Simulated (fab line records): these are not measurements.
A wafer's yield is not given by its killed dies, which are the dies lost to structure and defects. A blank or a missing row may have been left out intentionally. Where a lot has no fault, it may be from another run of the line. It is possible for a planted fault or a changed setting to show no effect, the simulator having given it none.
Which tool is to blame? | flow sfq line | Sampling: 11 lots, 32 wafers, 6 of 325 route steps

WHAT THE GAUGES READ, wafer by wafer
SFQ_M8_RS_MEAS_949: uses a four-point probe to measure.
lot  | measured     | on            | M8_AU_RS (ohm/sq)
L723 | day 76 19:18 | film metro-03 | 0.1561 0.1546 0.1546
L724 | day 77 08:31 | film metro-04 | 0.1555 0.1523 0.1540
L725 | day 80 09:46 | film metro-04 | 0.1529 0.1550 0.1548
L726 | day 80 13:23 | film metro-03 | 0.1569 0.1569 0.1573
L727 | day 80 14:32 | film metro-02 | 0.1531 0.1537 0.1511
L732 | day 81 13:40 | film metro-02 | 0.1519 0.1532
L739 | day 83 08:02 | film metro-02 | 0.1531 0.1523 0.1517
L741 | day 89 11:04 | film metro-03 | 0.1553 0.1563 0.1520
L742 | day 90 01:39 | film metro-04 | 0.1566 0.1543 0.1563
L744 | day 92 21:00 | film metro-03 | 0.1529 0.1566 0.1545
L746 | day 93 03:45 | film metro-04 | 0.1528 0.1538 0.1517

WHAT TOOL EACH LOT RAN ON (gives the tool, then ch and the chambers of the sampled wafers, and finally the start)
lot  | SFQ_TRILAYER_I2_CMP_CMP_064   | SFQ_TRILAYER_I2_METRO_MEASURE_065 | SFQ_TRILAYER_I2_VIA_ETCH_VIA_ETCH_070 | SFQ_TRILAYER_M6_BARC_OPEN_METAL_ETCH_206 | SFQ_TRILAYER_I6_VIA_STRIP_STRIP_173
L723 | cmp-02 ch 0,1,2, day 36 14:23 | film metro-04, day 36 17:00       | rie diel-01 ch 1,2,3, day 42 15:16    | rie metal-01 ch 0, day 66 11:50          | rie metal-01 ch 0,1, day 67 05:59
L724 | cmp-02 ch 0,2,3, day 36 16:53 | film metro-04, day 36 20:12       | rie diel-03 ch 1,2,3, day 42 21:16    | rie metal-03 ch 0,1, day 66 22:38        | rie metal-02 ch 0,1, day 68 21:37
L725 | cmp-01 ch 0,3, day 36 18:05   | film metro-02, day 36 21:24       | rie diel-02 ch 0,3, day 42 22:28      | rie metal-03 ch 0, day 71 08:31          | rie metal-03 ch 0,1, day 71 16:19
L726 | cmp-02 ch 1,3, day 37 04:58   | film metro-04, day 37 07:59       | rie diel-03 ch 1,3, day 43 09:16      | rie metal-01 ch 0,1, day 71 10:56        | rie metal-01 ch 0,1, day 71 19:31
L727 | cmp-02 ch 0,1, day 37 15:13   | film metro-03, day 37 18:20       | rie diel-03 ch 0,2, day 43 23:47      | rie metal-04 ch 0,1, day 71 12:07        | rie metal-03 ch 0,1, day 71 20:31
L732 | cmp-02 ch 0, day 39 18:01     | film metro-04, day 39 21:02       | rie diel-02 ch 1,3, day 46 02:16      | rie metal-04 ch 0,1, day 72 19:31        | rie metal-03 ch 0,1, day 77 11:43
L739 | cmp-01 ch 1,2,3, day 40 10:25 | film metro-04, day 40 12:56       | rie diel-03 ch 0,2, day 46 14:16      | rie metal-01 ch 0,1, day 81 06:28        | rie metal-02 ch 0,1, day 82 16:29
L741 | cmp-01 ch 0,1,3, day 40 12:25 | film metro-03, day 40 15:32       | rie diel-01 ch 0,2, day 46 21:41      | rie metal-04 ch 0,1, day 85 00:53        | rie metal-03 ch 0,1, day 88 08:22
L742 | cmp-01 ch 0,1,3, day 40 15:55 | film metro-02, day 40 18:32       | rie diel-02 ch 0,1, day 47 00:05      | rie metal-04 ch 0,1, day 85 17:41        | rie metal-01 ch 1, day 89 05:17
L744 | cmp-01 ch 0,1,3, day 40 18:25 | film metro-04, day 40 21:44       | rie diel-01 ch 0,1,3, day 47 02:29    | rie metal-03 ch 0,1, day 85 22:37        | rie metal-02 ch 0,1, day 89 12:29
L746 | cmp-01 ch 0,2,3, day 41 01:55 | film metro-02, day 41 03:44       | rie diel-01 ch 0,1,3, day 47 08:29    | rie metal-03 ch 0,1, day 86 05:49        | rie metal-01 ch 0,1, day 89 18:53
- SFQ_TRILAYER_I2_CMP_CMP_064: polishes SiO2.
- SFQ_TRILAYER_I2_METRO_MEASURE_065
- SFQ_TRILAYER_I2_VIA_ETCH_VIA_ETCH_070: etches SiO2 in CHF3, stops on Nb, target depth 260 nm.
- SFQ_TRILAYER_M6_BARC_OPEN_METAL_ETCH_206: etches BARC in O2, target depth 125 nm, time 41.7 s.
- SFQ_TRILAYER_I6_VIA_STRIP_STRIP_173: strips in O2.

THE ANSWER, worked out from the rows above alone
Rule: the lots themselves supply what counts as usual. Put in order of their means at a reading, lots are off if they are a third of the lots or fewer, leave a main group of 4 or more, and stand apart from it by a gap of 3 or more times the standard deviation of the main group's means; of several such gaps the widest counts. Not used: any main group whose means are identical at the precision the tables above print for the reading. A lot without any number at a reading at which 4 lots or more have one is off too. The other lots that the step has rows for count as sound.
None of the lots is off at any reading shown; this tells nothing.

WHAT THE SIMULATOR PUT IN
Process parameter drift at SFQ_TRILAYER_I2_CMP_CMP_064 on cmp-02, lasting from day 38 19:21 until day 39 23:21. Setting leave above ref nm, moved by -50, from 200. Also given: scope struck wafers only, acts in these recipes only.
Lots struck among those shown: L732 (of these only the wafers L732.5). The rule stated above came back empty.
